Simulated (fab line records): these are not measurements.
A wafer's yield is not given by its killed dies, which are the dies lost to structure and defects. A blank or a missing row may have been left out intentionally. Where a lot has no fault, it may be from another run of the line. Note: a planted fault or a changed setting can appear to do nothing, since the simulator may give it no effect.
Tool commonality check | flow sky130 | 13 lots and 39 wafers in the sample

## WHAT PROMPTED THE OPENING
Of 13 lots, 1 have the reading VT_ADJUST_LVTN_2_TW flagged at SKY_VT_ADJUST_LVTN_TW_MEAS_21. No-fault wafers: 188.1, standard deviation 1.9.
Rule: a lot gets a flag if all its wafers with a number sit over 4 standard deviations from that mean, or if no wafer of it has a number. The rest of the lots are taken to be sound.

lot  | measured     | on            | VT_ADJUST_LVTN_2_TW, wafer by wafer | flag
L618 | day 7 14:17  | film metro-01 | 186.7 186.2 185.9                   |
L619 | day 8 00:45  | film metro-03 | 187.2 187.1 188.6                   |
L620 | day 8 06:16  | film metro-03 | 186.6 187.5 187.6                   |
L621 | day 8 14:38  | film metro-03 | 188.2 186.3 187.0                   |
L622 | day 8 22:55  | film metro-03 | 187.2 186.7 187.6                   |
L625 | day 9 14:01  | film metro-03 | 188.5 187.9 188.7                   |
L626 | day 10 06:57 | film metro-02 | 190.8 190.9 191.5                   |
L628 | day 10 15:40 | film metro-02 | 192.0 190.6 190.7                   |
L630 | day 11 04:41 | film metro-03 | 30.1 30.2 29.9                      | FLAGGED
L632 | day 11 17:12 | film metro-02 | 189.7 190.0 190.0                   |
L639 | day 13 12:33 | film metro-03 | 187.7 188.2 187.4                   |
L637 | day 13 14:47 | film metro-01 | 185.0 184.2 186.0                   |
L640 | day 13 21:54 | film metro-01 | 185.6 186.3 185.0                   |
Average over the flagged lots: 30.1; offset from the usual -158.0, equal to -83 standard deviations.

## LOT BY LOT: THE TOOL USED
The record holds 3 process steps before the reading, out of a route of 708 steps. Each cell gives the tool, then ch followed by the chambers the sampled wafers passed through, then the start.
lot  | flag    | SKY_FIELD_ISO_ETCH_17           | SKY_VT_ADJUST_LVTN_STRIP_09          | SKY_VT_ADJUST_LVTN_STRIP_20
L618 |         | rie si-02 ch 0,2,3, day 2 06:11 | plasma asher-02 ch 0,1, day 6 18:42  | plasma asher-02 ch 0,1, day 7 14:11
L619 |         | rie si-02 ch 0,2, day 2 10:08   | plasma asher-04 ch 0,1, day 7 04:34  | plasma asher-04 ch 0,1, day 8 00:39
L620 |         | rie si-01 ch 0,1,3, day 2 15:49 | plasma asher-03 ch 0,1, day 7 09:41  | plasma asher-04 ch 0,1, day 8 06:10
L621 |         | rie si-01 ch 0,1,3, day 2 21:35 | plasma asher-04 ch 0,1, day 7 17:54  | plasma asher-02 ch 0,1, day 8 14:32
L622 |         | rie si-02 ch 0,2,3, day 3 01:50 | plasma asher-04 ch 0,1, day 8 02:30  | plasma asher-04 ch 0,1, day 8 22:49
L625 |         | rie si-02 ch 2,3, day 3 16:49   | plasma asher-04 ch 0,1, day 8 17:08  | plasma asher-03 ch 0,1, day 9 13:55
L626 |         | rie si-02 ch 2,3, day 4 00:20   | plasma asher-02 ch 0, day 9 08:30    | plasma asher-04 ch 0,1, day 10 06:51
L628 |         | rie si-02 ch 1,3, day 4 09:14   | plasma asher-04 ch 0,1, day 9 16:44  | plasma asher-04 ch 0,1, day 10 15:35
L630 | FLAGGED | rie si-02 ch 0,1,2, day 4 21:32 | plasma asher-04 ch 0,1, day 10 05:49 | plasma asher-03 ch 0,1, day 11 04:35
L632 |         | rie si-01 ch 0,1,2, day 5 07:17 | plasma asher-02 ch 0,1, day 10 17:25 | plasma asher-03 ch 0,1, day 11 17:07
L639 |         | rie si-01 ch 0,1,2, day 6 16:52 | plasma asher-02 ch 0,1, day 12 11:12 | plasma asher-03 ch 0,1, day 13 12:27
L637 |         | rie si-01 ch 0,1,3, day 6 07:08 | plasma asher-03 ch 0,1, day 12 12:57 | plasma asher-04 ch 0,1, day 13 14:41
L640 |         | rie si-02 ch 1,2,3, day 7 00:13 | plasma asher-04 ch 0,1, day 12 21:03 | plasma asher-02 ch 0,1, day 13 21:48
What these steps do:
- SKY_FIELD_ISO_ETCH_17: etches Si in HBr/Cl2/O2, target depth 342 nm, time 97.7 s.
- SKY_VT_ADJUST_LVTN_STRIP_09: strips in O2/N2.
- SKY_VT_ADJUST_LVTN_STRIP_20: strips in O2/N2.
- SKY_VT_ADJUST_LVTN_TW_MEAS_21

## FLAGGED OVER TOTAL, TOOL BY TOOL (the gauges that took the reading come last)
step                          | tool            | lots run | flagged | share of the flagged lots | sound lots run after its first flagged lot
SKY_FIELD_ISO_ETCH_17         | rie si-01       | 5        | 0       | none                      | -
SKY_FIELD_ISO_ETCH_17         | rie si-02       | 8        | 1       | all                       | 1 (L640)
SKY_VT_ADJUST_LVTN_STRIP_09   | plasma asher-02 | 4        | 0       | none                      | -
SKY_VT_ADJUST_LVTN_STRIP_09   | plasma asher-03 | 2        | 0       | none                      | -
SKY_VT_ADJUST_LVTN_STRIP_09   | plasma asher-04 | 7        | 1       | all                       | 1 (L640)
SKY_VT_ADJUST_LVTN_STRIP_20   | plasma asher-02 | 3        | 0       | none                      | -
SKY_VT_ADJUST_LVTN_STRIP_20   | plasma asher-03 | 4        | 1       | all                       | 2 (L632,L639)
SKY_VT_ADJUST_LVTN_STRIP_20   | plasma asher-04 | 6        | 0       | none                      | -
SKY_VT_ADJUST_LVTN_TW_MEAS_21 | film metro-01   | 3        | 0       | none                      | -
SKY_VT_ADJUST_LVTN_TW_MEAS_21 | film metro-02   | 3        | 0       | none                      | -
SKY_VT_ADJUST_LVTN_TW_MEAS_21 | film metro-03   | 7        | 1       | all                       | 1 (L639)

## THE TABLE: WHAT IT ALLOWS
4 rows of the table ran every flagged lot: rie si-02 at SKY_FIELD_ISO_ETCH_17, plasma asher-04 at SKY_VT_ADJUST_LVTN_STRIP_09, plasma asher-03 at SKY_VT_ADJUST_LVTN_STRIP_20, film metro-03 at SKY_VT_ADJUST_LVTN_TW_MEAS_21.
- rie si-02 at SKY_FIELD_ISO_ETCH_17 ran 8 lots, 1 of them flagged. Lots that were sound ran on it after the first flagged one (L640); a persistent fault on the entire tool would not allow that.
- plasma asher-04 at SKY_VT_ADJUST_LVTN_STRIP_09 ran 7 lots, 1 of them flagged. Lots that were sound ran on it after the first flagged one (L640); a persistent fault on the entire tool would not allow that. Its own readings lie more than 4 standard deviations out on every wafer of the flagged lots: oes product au.
- plasma asher-03 at SKY_VT_ADJUST_LVTN_STRIP_20 ran 4 lots, 1 of them flagged. Lots that were sound ran on it after the first flagged one (L632, L639); a persistent fault on the entire tool would not allow that. Its own readings lie more than 4 standard deviations out on every wafer of the flagged lots: strip time to endpoint s.
- film metro-03 at SKY_VT_ADJUST_LVTN_TW_MEAS_21 ran 7 lots, 1 of them flagged. Lots that were sound ran on it after the first flagged one (L639); a persistent fault on the entire tool would not allow that.
There is no row in the table that ran each flagged lot and no sound lot after the first.

## WHAT WAS PUT IN BY THE SIMULATOR
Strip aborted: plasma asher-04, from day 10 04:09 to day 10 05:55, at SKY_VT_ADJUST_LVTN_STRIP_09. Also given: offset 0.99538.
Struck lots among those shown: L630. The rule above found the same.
